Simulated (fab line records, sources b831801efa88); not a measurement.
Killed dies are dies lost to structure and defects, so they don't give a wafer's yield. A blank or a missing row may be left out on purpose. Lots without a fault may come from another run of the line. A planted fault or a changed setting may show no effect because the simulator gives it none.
Which tool did it? | flow sky130 | 7 lots, 21 wafers sampled, at 1 step of a route of 708

WHAT THE GAUGES READ, wafer by wafer
SKY_VIA3_RS_MEAS_22: measures by four-point-probe.
lot  | measured     | on            | VIA3_W_RS (ohm/sq)
L323 | day 41 07:43 | film_metro-02 | 0.2923 0.2907 0.2932
L325 | day 41 19:26 | film_metro-03 | 0.2947 0.3000 0.2965
L329 | day 43 02:35 | film_metro-01 | 0.2957 0.2943 0.2940
L335 | day 44 08:48 | film_metro-01 | 0.2939 0.2923 0.2924
L336 | day 44 16:34 | film_metro-01 | 0.2955 0.2941 0.2949
L339 | day 45 13:58 | film_metro-02 | 0.2928 0.2912 0.2921
L341 | day 46 01:12 | film_metro-02 | 0.2954 0.2959 0.2951

WHICH TOOL RAN EACH LOT (tool, then ch and the chambers of the sampled wafers, then the start)
The record holds no process step before these readings.

THE ANSWER, worked out from the rows above alone
Rule: what is usual is taken from the lots themselves. Put in order of their means at a reading, lots are off if they are a third of the lots or fewer, leave a main group of 4 or more, and stand apart from it by a gap of 3 or more times the standard deviation of the main group's means; of several such gaps the widest counts. A main group whose means are all the same, to the digits that the tables above print for the reading, isn't used. A lot without any number at a reading at which 4 lots or more have one is off too. The other lots that the step has rows for count as sound.
No lot is off at any reading shown: from this, nothing can be told.

WHAT THE SIMULATOR HAD PUT IN
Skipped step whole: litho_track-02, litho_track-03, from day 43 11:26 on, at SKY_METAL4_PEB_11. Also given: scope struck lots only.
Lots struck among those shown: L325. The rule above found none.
